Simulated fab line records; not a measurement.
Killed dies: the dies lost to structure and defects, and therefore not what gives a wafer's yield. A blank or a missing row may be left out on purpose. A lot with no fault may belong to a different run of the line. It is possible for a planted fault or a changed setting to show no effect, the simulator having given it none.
Matching of chambers / flow sky130 / 4 sister chambers for SKY_VIA3_CMP_24 on cmp-02
The step polishes, stops on SiO2, t overpolish 20 s, target thk 0 nm. 18 wafers are shown with their chamber, then 9 later ones without.

## WAFERS, EACH WITH ITS CHAMBER
wafer=L396.1; chamber=0; motor_current_A (A)=10.0; time_to_endpoint_s (s)=87; overpolish_run_s (s)=19.986
wafer=L396.2; chamber=1; motor_current_A (A)=10.1; time_to_endpoint_s (s)=89; overpolish_run_s (s)=20.001
wafer=L396.3; chamber=3; motor_current_A (A)=10.1; time_to_endpoint_s (s)=83; overpolish_run_s (s)=20.006
wafer=L398.4; chamber=0; motor_current_A (A)=9.9; time_to_endpoint_s (s)=93; overpolish_run_s (s)=20.002
wafer=L398.5; chamber=2; motor_current_A (A)=11.5; time_to_endpoint_s (s)=90; overpolish_run_s (s)=19.998
wafer=L398.6; chamber=1; motor_current_A (A)=10.3; time_to_endpoint_s (s)=91; overpolish_run_s (s)=20.020
wafer=L399.1; chamber=1; motor_current_A (A)=10.2; time_to_endpoint_s (s)=90; overpolish_run_s (s)=19.993
wafer=L399.4; chamber=3; motor_current_A (A)=9.8; time_to_endpoint_s (s)=86; overpolish_run_s (s)=19.989
wafer=L399.5; chamber=2; motor_current_A (A)=11.5; time_to_endpoint_s (s)=89; overpolish_run_s (s)=19.995
wafer=L400.2; chamber=2; motor_current_A (A)=11.1; time_to_endpoint_s (s)=92; overpolish_run_s (s)=20.008
wafer=L400.4; chamber=1; motor_current_A (A)=10.6; time_to_endpoint_s (s)=92; overpolish_run_s (s)=20.002
wafer=L400.6; chamber=2; motor_current_A (A)=11.1; time_to_endpoint_s (s)=94; overpolish_run_s (s)=20.008
wafer=L401.1; chamber=3; motor_current_A (A)=9.6; time_to_endpoint_s (s)=83; overpolish_run_s (s)=19.991
wafer=L401.2; chamber=2; motor_current_A (A)=10.8; time_to_endpoint_s (s)=91; overpolish_run_s (s)=20.017
wafer=L401.6; chamber=0; motor_current_A (A)=10.1; time_to_endpoint_s (s)=93; overpolish_run_s (s)=20.011
wafer=L403.2; chamber=1; motor_current_A (A)=9.9; time_to_endpoint_s (s)=91; overpolish_run_s (s)=20.008
wafer=L403.3; chamber=3; motor_current_A (A)=9.7; time_to_endpoint_s (s)=86; overpolish_run_s (s)=20.001
wafer=L403.4; chamber=0; motor_current_A (A)=10.1; time_to_endpoint_s (s)=92; overpolish_run_s (s)=19.984

SIGNATURES (averages over the wafers above)
reading=motor_current_A; chamber 0=10.025; chamber 1=10.220; chamber 2=11.200; chamber 3=9.800; scatter within a chamber=0.238
reading=time_to_endpoint_s; chamber 0=91.25; chamber 1=90.60; chamber 2=91.20; chamber 3=84.50; scatter within a chamber=1.96
reading=overpolish_run_s; chamber 0=19.99575; chamber 1=20.00480; chamber 2=20.00520; chamber 3=19.99675; scatter within a chamber=0.0101
Rule: distance of a wafer from a chamber = root of the sum over the readings of ((wafer's reading minus chamber's mean) / reading's scatter) squared. If the next closest chamber is less than 2 further off than the closest, the wafer can't be placed; otherwise it belongs to the closest. The scatter is the square root of a quotient: the sum, over the shown wafers, of each reading's squared deviation from its chamber's mean, divided by wafers minus chambers.

## WAFERS WITHOUT THEIR CHAMBER
wafer=L412.1; motor_current_A (A)=11.1; time_to_endpoint_s (s)=93; overpolish_run_s (s)=19.995
wafer=L412.2; motor_current_A (A)=9.9; time_to_endpoint_s (s)=92; overpolish_run_s (s)=19.987
wafer=L412.5; motor_current_A (A)=9.7; time_to_endpoint_s (s)=97; overpolish_run_s (s)=19.986
wafer=L416.1; motor_current_A (A)=9.4; time_to_endpoint_s (s)=87; overpolish_run_s (s)=20.007
wafer=L416.5; motor_current_A (A)=10.2; time_to_endpoint_s (s)=90; overpolish_run_s (s)=20.002
wafer=L416.6; motor_current_A (A)=10.1; time_to_endpoint_s (s)=87; overpolish_run_s (s)=19.998
wafer=L418.1; motor_current_A (A)=10.4; time_to_endpoint_s (s)=93; overpolish_run_s (s)=19.990
wafer=L418.2; motor_current_A (A)=9.8; time_to_endpoint_s (s)=92; overpolish_run_s (s)=19.996
wafer=L418.4; motor_current_A (A)=10.9; time_to_endpoint_s (s)=92; overpolish_run_s (s)=20.000

## THE CHAMBER EACH PASSED THROUGH
wafer=L412.1; from the rows above=2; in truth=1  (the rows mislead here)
wafer=L412.2; from the rows above=can't be placed: 0 or 1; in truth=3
wafer=L412.5; from the rows above=can't be placed: 0 or 1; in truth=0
wafer=L416.1; from the rows above=can't be placed: 3 or 0 or 1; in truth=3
wafer=L416.5; from the rows above=can't be placed: 1 or 0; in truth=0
wafer=L416.6; from the rows above=can't be placed: 3 or 1 or 0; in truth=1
wafer=L418.1; from the rows above=can't be placed: 0 or 1 or 2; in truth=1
wafer=L418.2; from the rows above=can't be placed: 0 or 1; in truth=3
wafer=L418.4; from the rows above=can't be placed: 2 or 1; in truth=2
Correctly placed: 0 of 9. Unplaceable from these rows: 8, with the true chamber sitting among the candidates in 6. Wrongly placed: 1.
